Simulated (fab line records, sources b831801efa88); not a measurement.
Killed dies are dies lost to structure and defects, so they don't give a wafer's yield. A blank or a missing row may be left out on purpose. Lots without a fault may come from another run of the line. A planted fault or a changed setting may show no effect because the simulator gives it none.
Chamber matching | flow gf180mcu | GF_CONTACT_CMP_04 on cmp-01: 4 sister chambers
The step polishes SiO2. 4 wafers are shown with their chamber, then 11 later ones without.

WAFERS WITH THEIR CHAMBER
wafer  | chamber | motor_current_A (A)
L965.3 | 3       | 10.2
L966.1 | 2       | 11.7
L966.6 | 0       | 13.0
L967.1 | 1       | 11.1

WAFERS WITHOUT THEIR CHAMBER
wafer  | motor_current_A (A)
L967.2 | 11.4
L967.5 | 13.8
L973.3 | 14.0
L973.5 | 10.1
L973.6 | 15.1
L974.1 | 11.4
L974.4 | 14.3
L974.5 | 14.5
L975.3 | 10.2
L975.4 | 14.4
L975.6 | 11.3

WHICH CHAMBER EACH WENT THROUGH
wafer  | from the rows above               | in truth
L967.2 | can't be placed: 2 or 1 or 3 or 0 | 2
L967.5 | can't be placed: 0 or 2 or 1      | 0
L973.3 | can't be placed: 0 or 2 or 1      | 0
L973.5 | can't be placed: 3 or 1 or 2      | 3
L973.6 | can't be placed: 0 or 2 or 1      | 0
L974.1 | can't be placed: 2 or 1 or 3 or 0 | 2
L974.4 | can't be placed: 0 or 2 or 1      | 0
L974.5 | can't be placed: 0 or 2 or 1      | 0
L975.3 | can't be placed: 3 or 1 or 2      | 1
L975.4 | can't be placed: 0 or 2 or 1      | 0
L975.6 | can't be placed: 1 or 2 or 3 or 0 | 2
Placed correctly: 0 of 11. Can't be placed from these rows: 11 (the true chamber is among the candidates in 11). Placed wrongly: 0.
How it was worked out, from the rows above alone: a wafer's distance from a chamber is the root of the sum, over the readings, of the square of ((its reading less the chamber's mean) divided by the reading's scatter). The wafer belongs to the nearest chamber; if the next one is less than 2 further off, it can't be placed. A chamber's mean is the mean of its shown wafers. The scatter: with one shown wafer a chamber, the root of the mean of the squares of how far each hidden wafer lies from its nearest shown one.
